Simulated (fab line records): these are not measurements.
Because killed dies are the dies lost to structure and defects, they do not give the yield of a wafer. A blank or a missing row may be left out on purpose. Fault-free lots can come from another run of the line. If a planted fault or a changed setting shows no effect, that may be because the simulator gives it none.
Comparing a struck lot with a sound one :: flow gf180mcu :: 23 steps out of a route of 602
Sound: the wafers L315.4, L315.5, L315.6. Wafers L323.2, L323.5, L323.6 were the ones struck. At the end, the cause is stated.
At each step with rows: each side's tool, then ch and its chambers, then its first start. Under that, the readings that differ: sound wafers :: struck wafers :: difference of the means :: sigmas: that difference in standard deviations of wafers without a fault.
alike: a reading whose means differ by less than 2 such deviations, as well as words and numbers matching on both sides. not compared: withheld readings; readings where some wafer has no value; bounds like >300 that might hide an equal value; numbers whose values overlap and for which the record gives no deviation.
A row with sigmas, a row that says differs or no value, or rows on one side alone: a step with any of these is where the two part. Numbers that don't overlap but have no deviation are shown without sigmas and don't part them. Lack of a reading on every wafer of one side parts them only where that side has two or more wafers.

first, 1 step without rows for these wafers: GF_POLY_GATE_DEVELOP_09 (develop time 60 s).
GF_POLY_GATE_CD_MEAS_10 targets a cd of 280 nm.
  sound on cd sem-02, day 9 10:01; struck on cd sem-02, day 11 20:25
  alike: cd nm
GF_POLY_GATE_OVL_MEAS_11:
  sound on overlay-01, day 9 10:05; struck on overlay-01, day 11 20:32
  alike: POLY_GATE_OVL
GF_POLY_GATE_ETCH_12: etches BARC in N2/H2.
  sound on rie diel-03 ch 0,2,3, day 9 10:06; struck on rie diel-03 ch 0,1, day 11 20:34
  alike: drypump motor current A, h2 flow sccm, n2 flow sccm, oes product au, throttle valve pct
GF_POLY_GATE_ETCH_13: etches poly-Si in HBr/Cl2, stops on SiO2, target depth 198.5 nm, time 69.6 s.
  sound on rie si-01 ch 0,1, day 9 10:09; struck on rie si-02 ch 0,1, day 11 20:37
reading: drypump motor current A (A)
sound: 4.9 5.5 4.9
struck: 6.4 5.9 6.4
difference: +1.1
sigmas: +3
  alike: he backside leak sccm, oes product au, throttle valve pct
  not compared: rf hours counter h
GF_POLY_GATE_STRIP_14: strips in O2/N2.
  sound on plasma asher-01 ch 0,1, day 9 10:14; struck on plasma asher-01 ch 0,1, day 11 20:40
  alike: drypump motor current A, heater power w, n2 flow sccm, oes product au
  not compared: rf hours counter h
then, 2 steps without rows for these wafers: GF_POLY_GATE_CLEAN_15 (cleans in SC1/SC2, time 150 s); GF_POLY_GATE_OXIDATION_16 (stabilise 600 s, purge 300 s, target thk 4 nm).
GF_POLY_GATE_THK_MEAS_17:
  sound on film metro-02, day 9 12:05; struck on film metro-02, day 11 23:46
  alike: POLY_GATE_OXIDATION_THK
GF_POLY_GATE_CD_MEAS_18:
  sound on cd sem-02, day 9 12:11; struck on cd sem-02, day 11 23:51
  alike: cd nm
then, 2 steps without rows for these wafers: GF_HV_LDD_DEHYDRATE_00 (time 60 s); GF_HV_LDD_HMDS_01 (prime time 60 s).
GF_HV_LDD_COAT_02: resist thk 1000 nm.
  sound on litho track-02 ch 0, day 9 20:44; struck on litho track-01 ch 0, day 12 08:52
reading: dispense pressure kPa (kPa)
sound: 44 44 44
struck: 55 55 55
difference: +11
sigmas: +2

reading: spin speed rpm (rpm)
sound: 2998.1 3001.2 2999.8
struck: 3135.8 3136.9 3138.6
difference: +137.4
sigmas: +65

reading: model.NOVOLAK_of_HV_LDD_COAT_02.thk nm (nm)
sound: 1001 997.6 1000
struck: 980.8 979.2 983.1
difference: -18.5
sigmas: 
then, 3 steps without rows for these wafers: GF_HV_LDD_SOFTBAKE_03 (time 60 s); GF_HV_LDD_EXPOSE_04 (exposes mask Nplus LV AREA, target cd 400 nm); GF_HV_LDD_PEB_05.
GF_HV_LDD_DEVELOP_06: develop time 60 s.
  sound on litho track-02 ch 0, day 10 05:02; struck on litho track-04 ch 0, day 12 19:00
reading: model.NOVOLAK_of_HV_LDD_COAT_02.thk nm (nm)
sound: 1000 997.1 999.6
struck: 980.3 978.7 982.7
difference: -18.3
sigmas: 
GF_HV_LDD_CD_MEAS_07 targets a cd of 400 nm.
  sound on cd sem-01, day 10 05:10; struck on cd sem-01, day 12 19:08
  alike: cd nm
GF_HV_LDD_OVL_MEAS_08:
  sound on overlay-02, day 10 05:14; struck on overlay-01, day 12 19:15
  alike: HV_LDD_OVL
following that, these wafers have no rows for 1 step: GF_HV_LDD_IMPLANT_09.
GF_HV_LDD_STRIP_10: strips in O2/N2.
  sound on plasma asher-04 ch 0,1, day 10 05:26; struck on plasma asher-03 ch 0,1, day 12 19:26
reading: strip time to endpoint s (s)
sound: 12.63 12.59 12.62
struck: 12.41 12.40 12.43
difference: -0.20
sigmas: -5
  alike: drypump motor current A, heater power w, n2 flow sccm, oes product au
  not compared: rf hours counter h
GF_HV_LDD_TW_MEAS_11:
  sound on film metro-03, day 10 05:32; struck on film metro-04, day 12 19:32
  alike: HV_LDD_TW
GF_PASSIVATION_PROBE_99:
  the record has rows for the sound wafers here (prober-02, day 29 05:40) and none for the struck ones

## WHERE THEY PART
Earliest at GF_POLY_GATE_ETCH_13; latest, in this record, at GF_PASSIVATION_PROBE_99.

WHY: the cause the simulator had injected
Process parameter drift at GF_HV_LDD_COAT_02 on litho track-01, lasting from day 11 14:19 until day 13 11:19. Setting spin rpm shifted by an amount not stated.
